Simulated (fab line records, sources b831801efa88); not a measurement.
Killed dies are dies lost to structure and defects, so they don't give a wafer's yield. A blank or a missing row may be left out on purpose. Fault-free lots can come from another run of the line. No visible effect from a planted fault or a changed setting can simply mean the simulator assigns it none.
Which tool was responsible? | flow sky130 | 12 lots, 36 wafers sampled, at 4 steps of a route of 708

WHAT THE GAUGES SHOWED, per wafer
SKY_FIELD_ISO_CD_MEAS_13 targets a cd of 150 nm.
lot  | measured    | on        | cd nm (nm)
L837 | day 2 18:26 | cd sem-01 | 148.4 150.0 149.0
L838 | day 2 23:29 | cd sem-01 | 152.3 151.1 152.1
L839 | day 3 04:43 | cd sem-01 | 148.2 150.1 150.5
L840 | day 3 08:39 | cd sem-02 | 152.1 150.3 149.3
L841 | day 3 12:04 | cd sem-01 | 145.5 144.5 146.2
L842 | day 3 16:47 | cd sem-02 | 149.9 150.2 150.2
L845 | day 4 08:00 | cd sem-02 | 150.3 149.8 152.1
L846 | day 4 14:26 | cd sem-01 | 145.6 147.5 147.6
L852 | day 5 21:21 | cd sem-02 | 150.4 151.3 149.8
L853 | day 6 02:47 | cd sem-02 | 150.3 150.7 151.3
L857 | day 7 03:44 | cd sem-01 | 147.6 146.1 147.6
L858 | day 7 08:53 | cd sem-01 | 150.9 151.3 151.2

SKY_LOCAL_INTERCONNECT_CD_MEAS_11 targets a cd of 170 nm.
lot  | measured     | on        | cd nm (nm)
L837 | day 30 21:35 | cd sem-02 | 172.1 172.9 173.0
L838 | day 31 08:09 | cd sem-01 | 169.6 171.7 170.2
L839 | day 31 08:03 | cd sem-01 | 170.0 169.4 168.7
L840 | day 31 19:43 | cd sem-02 | 171.4 171.0 171.7
L841 | day 32 08:11 | cd sem-02 | 172.7 170.6 171.9
L842 | day 32 16:49 | cd sem-02 | 169.2 169.0 167.5
L845 | day 33 22:14 | cd sem-01 | 170.4 171.6 170.4
L846 | day 33 18:47 | cd sem-01 | 167.7 167.2 166.4
L852 | day 35 17:41 | cd sem-02 | 169.6 170.7 169.8
L853 | day 36 04:02 | cd sem-02 | 169.0 170.6 167.9
L857 | day 37 07:08 | cd sem-01 | 169.0 168.3 170.2
L858 | day 37 09:17 | cd sem-01 | 171.8 171.0 171.1

EACH LOT AND THE TOOL THAT RAN IT (in order: tool; ch and the chambers of the sampled wafers; start)
lot  | SKY_LDD_N_IMPLANT_11            | SKY_LDD_N_STRIP_16
L837 | implanter-02 ch 0, day 18 09:29 | plasma asher-02 ch 0,1, day 18 10:14
L838 | implanter-01 ch 0, day 18 18:47 | plasma asher-02 ch 0,1, day 18 19:32
L839 | implanter-02 ch 0, day 18 18:39 | plasma asher-01 ch 0,1, day 18 19:22
L840 | implanter-02 ch 0, day 19 11:43 | plasma asher-01 ch 1, day 19 12:27
L841 | implanter-03 ch 0, day 20 00:09 | plasma asher-03 ch 0,1, day 20 00:54
L842 | implanter-01 ch 0, day 20 08:54 | plasma asher-03 ch 0,1, day 20 09:37
L845 | implanter-03 ch 0, day 21 16:31 | plasma asher-01 ch 0, day 21 17:15
L846 | implanter-01 ch 0, day 21 15:55 | plasma asher-01 ch 0,1, day 21 16:39
L852 | implanter-03 ch 0, day 23 21:49 | plasma asher-01 ch 0,1, day 23 22:32
L853 | implanter-03 ch 0, day 24 03:53 | plasma asher-01 ch 0,1, day 24 04:38
L857 | implanter-02 ch 0, day 25 15:11 | plasma asher-02 ch 0,1, day 25 15:55
L858 | implanter-02 ch 0, day 25 19:50 | plasma asher-01 ch 0,1, day 25 20:35
- SKY_LDD_N_IMPLANT_11
- SKY_LDD_N_STRIP_16: strips in O2/N2.

AS READ BY THE TOOLS THEMSELVES (means over the sampled wafers that have a number; for cases with no such wafer, the mark the record gives instead)
SKY_LDD_N_IMPLANT_11.
lot  | tool         | beam on s (s) | dose ions cm2 | faraday current uA
L837 | implanter-02 | 9.78          | 7.5e+13       | 431
L838 | implanter-01 | 10.14         | 7.5e+13       | 419
L839 | implanter-02 | 9.95          | 7.5e+13       | 425
L840 | implanter-02 | 10.06         | 7.5e+13       | 421
L841 | implanter-03 | 9.94          | 7.5e+13       | 426
L842 | implanter-01 | 10.02         | 7.5e+13       | 421
L845 | implanter-03 | 10.13         | 7.5e+13       | 418
L846 | implanter-01 | 9.89          | 7.5e+13       | 427
L852 | implanter-03 | 9.85          | 6.0e+13       | 342
L853 | implanter-03 | 10.22         | 6.0e+13       | 329
L857 | implanter-02 | 10.16         | 7.5e+13       | 415
L858 | implanter-02 | 9.79          | 7.5e+13       | 431

SKY_LDD_N_STRIP_16.
lot  | tool            | drypump motor current A (A) | oes product au (a.u.) | strip time to endpoint s (s)
L837 | plasma asher-02 | 5.9                         | 0.403                 | 4.315
L838 | plasma asher-02 | 5.9                         | 0.401                 | 4.312
L839 | plasma asher-01 | 5.6                         | 0.403                 | 4.319
L840 | plasma asher-01 | 5.8                         | 0.408                 | 4.314
L841 | plasma asher-03 | 5.8                         | 0.405                 | 4.310
L842 | plasma asher-03 | 5.3                         | 0.406                 | 4.308
L845 | plasma asher-01 | 5.2                         | 0.404                 | 4.307
L846 | plasma asher-01 | 5.7                         | 0.402                 | 4.316
L852 | plasma asher-01 | 5.4                         | 0.404                 | 4.268
L853 | plasma asher-01 | 5.6                         | 0.407                 | 4.275
L857 | plasma asher-02 | 5.9                         | 0.405                 | 4.327
L858 | plasma asher-01 | 5.6                         | 0.410                 | 4.310

THE ANSWER, worked out from the rows above alone
Rule: the usual values come from the lots themselves. Put in order of their means at a reading, lots are off if they are a third of the lots or fewer, leave a main group of 4 or more, and stand apart from it by a gap of 3 or more times the standard deviation of the main group's means; of several such gaps the widest counts. A main group whose means are all the same, to the digits that the tables above print for the reading, isn't used. A lot without any number at a reading at which 4 lots or more have one is off too. Where the step has rows for the other lots, those lots are counted as sound. The gauges are gone through in route order, then the tools' own readings, and for those a lot's mean is taken as printed above. At the first step where some lot is off, the reading lying furthest off is the one used; lots without a number count as furthest.
Off: L852, L853, at SKY_LDD_N_IMPLANT_11 (faraday current uA). For the main group the mean is 423 and the standard deviation 5.2.
A tool fits if, at that step or a process step before it, it ran every lot that is off, and no sound lot after the first of them. One fits: implanter-03 at SKY_LDD_N_IMPLANT_11. A fault onset in the window from L845 (day 21 16:31, its last sound lot) to L852 (day 23 21:49, its first lot off) fits.
The tool's own readings at SKY_LDD_N_IMPLANT_11 bear it out: on the lots that are off they differ by more than 5 times the standard deviation of the sound lots' means. dose ions cm2 reads 6.0e+13 there against 7.5e+13 on the sound lots; faraday current uA reads 336 there against 423 on the sound lots.

WHAT THE SIMULATOR PUT IN
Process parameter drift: implanter-03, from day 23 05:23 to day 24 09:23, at SKY_LDD_N_IMPLANT_11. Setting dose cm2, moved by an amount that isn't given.
Shown lots that were struck: L852, L853. The rule given above showed the same thing.
